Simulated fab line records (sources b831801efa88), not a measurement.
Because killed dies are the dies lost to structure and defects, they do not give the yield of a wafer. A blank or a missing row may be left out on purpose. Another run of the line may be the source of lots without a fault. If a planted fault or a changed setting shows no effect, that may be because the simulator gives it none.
Matching of chambers || flow sky130 || SKY_FIELD_ISO_ETCH_17 on rieSi-01 has 4 sister chambers
The step etches Si in HBr/Cl2/O2, target depth 342 nm, time 97.7 s. 30 wafers are shown with their chamber, then 12 later ones without.

## WAFERS, EACH WITH ITS CHAMBER
{"wafer": "L075.1", "chamber": 1, "drypumpMotorCurrentA (A)": 5.7, "oesProductAu (a.u.)": 0.967, "throttleValvePct (%)": 25.664}
{"wafer": "L075.2", "chamber": 2, "drypumpMotorCurrentA (A)": 5.5, "oesProductAu (a.u.)": 0.995, "throttleValvePct (%)": 25.665}
{"wafer": "L075.4", "chamber": 3, "drypumpMotorCurrentA (A)": 5.8, "oesProductAu (a.u.)": 1.013, "throttleValvePct (%)": 25.636}
{"wafer": "L077.2", "chamber": 2, "drypumpMotorCurrentA (A)": 5.5, "oesProductAu (a.u.)": 0.996, "throttleValvePct (%)": 25.673}
{"wafer": "L077.4", "chamber": 2, "drypumpMotorCurrentA (A)": 5.5, "oesProductAu (a.u.)": 0.989, "throttleValvePct (%)": 25.643}
{"wafer": "L077.5", "chamber": 3, "drypumpMotorCurrentA (A)": 5.8, "oesProductAu (a.u.)": 1.005, "throttleValvePct (%)": 25.652}
{"wafer": "L078.1", "chamber": 0, "drypumpMotorCurrentA (A)": 6.4, "oesProductAu (a.u.)": 1.007, "throttleValvePct (%)": 25.650}
{"wafer": "L078.2", "chamber": 2, "drypumpMotorCurrentA (A)": 5.5, "oesProductAu (a.u.)": 0.997, "throttleValvePct (%)": 25.660}
{"wafer": "L078.5", "chamber": 3, "drypumpMotorCurrentA (A)": 5.8, "oesProductAu (a.u.)": 1.007, "throttleValvePct (%)": 25.660}
{"wafer": "L081.3", "chamber": 0, "drypumpMotorCurrentA (A)": 6.4, "oesProductAu (a.u.)": 1.005, "throttleValvePct (%)": 25.665}
{"wafer": "L081.4", "chamber": 1, "drypumpMotorCurrentA (A)": 5.6, "oesProductAu (a.u.)": 0.971, "throttleValvePct (%)": 25.691}
{"wafer": "L081.6", "chamber": 0, "drypumpMotorCurrentA (A)": 6.4, "oesProductAu (a.u.)": 1.009, "throttleValvePct (%)": 25.650}
{"wafer": "L083.1", "chamber": 0, "drypumpMotorCurrentA (A)": 6.4, "oesProductAu (a.u.)": 0.996, "throttleValvePct (%)": 25.651}
{"wafer": "L083.2", "chamber": 2, "drypumpMotorCurrentA (A)": 5.5, "oesProductAu (a.u.)": 0.999, "throttleValvePct (%)": 25.655}
{"wafer": "L083.6", "chamber": 2, "drypumpMotorCurrentA (A)": 5.5, "oesProductAu (a.u.)": 0.987, "throttleValvePct (%)": 25.656}
{"wafer": "L085.3", "chamber": 2, "drypumpMotorCurrentA (A)": 5.5, "oesProductAu (a.u.)": 0.992, "throttleValvePct (%)": 25.683}
{"wafer": "L085.4", "chamber": 1, "drypumpMotorCurrentA (A)": 5.7, "oesProductAu (a.u.)": 0.974, "throttleValvePct (%)": 25.682}
{"wafer": "L085.6", "chamber": 3, "drypumpMotorCurrentA (A)": 5.8, "oesProductAu (a.u.)": 1.008, "throttleValvePct (%)": 25.673}
{"wafer": "L087.3", "chamber": 2, "drypumpMotorCurrentA (A)": 5.5, "oesProductAu (a.u.)": 0.978, "throttleValvePct (%)": 25.651}
{"wafer": "L087.4", "chamber": 3, "drypumpMotorCurrentA (A)": 5.8, "oesProductAu (a.u.)": 0.993, "throttleValvePct (%)": 25.661}
{"wafer": "L087.6", "chamber": 3, "drypumpMotorCurrentA (A)": 5.8, "oesProductAu (a.u.)": 1.008, "throttleValvePct (%)": 25.645}
{"wafer": "L088.2", "chamber": 2, "drypumpMotorCurrentA (A)": 5.6, "oesProductAu (a.u.)": 0.987, "throttleValvePct (%)": 25.663}
{"wafer": "L088.5", "chamber": 2, "drypumpMotorCurrentA (A)": 5.5, "oesProductAu (a.u.)": 0.991, "throttleValvePct (%)": 25.651}
{"wafer": "L088.6", "chamber": 1, "drypumpMotorCurrentA (A)": 5.6, "oesProductAu (a.u.)": 0.979, "throttleValvePct (%)": 25.673}
{"wafer": "L090.3", "chamber": 0, "drypumpMotorCurrentA (A)": 6.4, "oesProductAu (a.u.)": 1.006, "throttleValvePct (%)": 25.657}
{"wafer": "L090.4", "chamber": 1, "drypumpMotorCurrentA (A)": 5.6, "oesProductAu (a.u.)": 0.970, "throttleValvePct (%)": 25.674}
{"wafer": "L090.6", "chamber": 3, "drypumpMotorCurrentA (A)": 5.8, "oesProductAu (a.u.)": 1.001, "throttleValvePct (%)": 25.652}
{"wafer": "L092.1", "chamber": 3, "drypumpMotorCurrentA (A)": 5.8, "oesProductAu (a.u.)": 1.015, "throttleValvePct (%)": 25.645}
{"wafer": "L092.2", "chamber": 2, "drypumpMotorCurrentA (A)": 5.5, "oesProductAu (a.u.)": 0.995, "throttleValvePct (%)": 25.669}
{"wafer": "L092.5", "chamber": 3, "drypumpMotorCurrentA (A)": 5.8, "oesProductAu (a.u.)": 1.019, "throttleValvePct (%)": 25.644}

SIGNATURES (averages over the wafers above)
{"reading": "drypumpMotorCurrentA", "chamber 0": 6.400, "chamber 1": 5.640, "chamber 2": 5.509, "chamber 3": 5.800, "scatter within a chamber": 0.0285}
{"reading": "oesProductAu", "chamber 0": 1.00460, "chamber 1": 0.97220, "chamber 2": 0.99145, "chamber 3": 1.00767, "scatter within a chamber": 0.00627}
{"reading": "throttleValvePct", "chamber 0": 25.65460, "chamber 1": 25.67680, "chamber 2": 25.66082, "chamber 3": 25.65200, "scatter within a chamber": 0.0105}
Rule: for a wafer and a chamber, the distance is found by dividing, reading by reading, the gap between the wafer's reading and the chamber's mean by the reading's scatter, squaring, summing and taking the root. If the next closest chamber is less than 2 further off than the closest, the wafer can't be placed; otherwise it belongs to the closest. The scatter: the root of (the sum of the squares of (reading less its chamber's mean) over the shown wafers, divided by (wafers less chambers)).

## WAFERS MISSING THEIR CHAMBER
{"wafer": "L094.1", "drypumpMotorCurrentA (A)": 5.6, "oesProductAu (a.u.)": 0.986, "throttleValvePct (%)": 25.658}
{"wafer": "L094.5", "drypumpMotorCurrentA (A)": 5.5, "oesProductAu (a.u.)": 1.004, "throttleValvePct (%)": 25.656}
{"wafer": "L094.6", "drypumpMotorCurrentA (A)": 5.8, "oesProductAu (a.u.)": 1.001, "throttleValvePct (%)": 25.673}
{"wafer": "L095.2", "drypumpMotorCurrentA (A)": 5.5, "oesProductAu (a.u.)": 0.994, "throttleValvePct (%)": 25.646}
{"wafer": "L095.4", "drypumpMotorCurrentA (A)": 6.4, "oesProductAu (a.u.)": 0.994, "throttleValvePct (%)": 25.662}
{"wafer": "L095.6", "drypumpMotorCurrentA (A)": 6.4, "oesProductAu (a.u.)": 0.996, "throttleValvePct (%)": 25.662}
{"wafer": "L096.2", "drypumpMotorCurrentA (A)": 5.8, "oesProductAu (a.u.)": 1.005, "throttleValvePct (%)": 25.657}
{"wafer": "L096.3", "drypumpMotorCurrentA (A)": 5.5, "oesProductAu (a.u.)": 0.980, "throttleValvePct (%)": 25.683}
{"wafer": "L096.5", "drypumpMotorCurrentA (A)": 5.8, "oesProductAu (a.u.)": 1.004, "throttleValvePct (%)": 25.657}
{"wafer": "L097.1", "drypumpMotorCurrentA (A)": 5.6, "oesProductAu (a.u.)": 0.983, "throttleValvePct (%)": 25.666}
{"wafer": "L097.3", "drypumpMotorCurrentA (A)": 5.8, "oesProductAu (a.u.)": 1.012, "throttleValvePct (%)": 25.662}
{"wafer": "L097.6", "drypumpMotorCurrentA (A)": 5.5, "oesProductAu (a.u.)": 0.999, "throttleValvePct (%)": 25.674}

## WHICH CHAMBER EACH ONE RAN IN
{"wafer": "L094.1", "from the rows above": "can't be placed: 1 or 2", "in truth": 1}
{"wafer": "L094.5", "from the rows above": 2, "in truth": 2}
{"wafer": "L094.6", "from the rows above": 3, "in truth": 3}
{"wafer": "L095.2", "from the rows above": 2, "in truth": 2}
{"wafer": "L095.4", "from the rows above": 0, "in truth": 0}
{"wafer": "L095.6", "from the rows above": 0, "in truth": 0}
{"wafer": "L096.2", "from the rows above": 3, "in truth": 3}
{"wafer": "L096.3", "from the rows above": 2, "in truth": 2}
{"wafer": "L096.5", "from the rows above": 3, "in truth": 3}
{"wafer": "L097.1", "from the rows above": "can't be placed: 1 or 2", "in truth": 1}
{"wafer": "L097.3", "from the rows above": 3, "in truth": 3}
{"wafer": "L097.6", "from the rows above": 2, "in truth": 2}
Correctly placed: 10 of 12. From these rows, 2 cannot be placed; in 2 the true chamber is one of the candidates. Placed wrongly: 0.
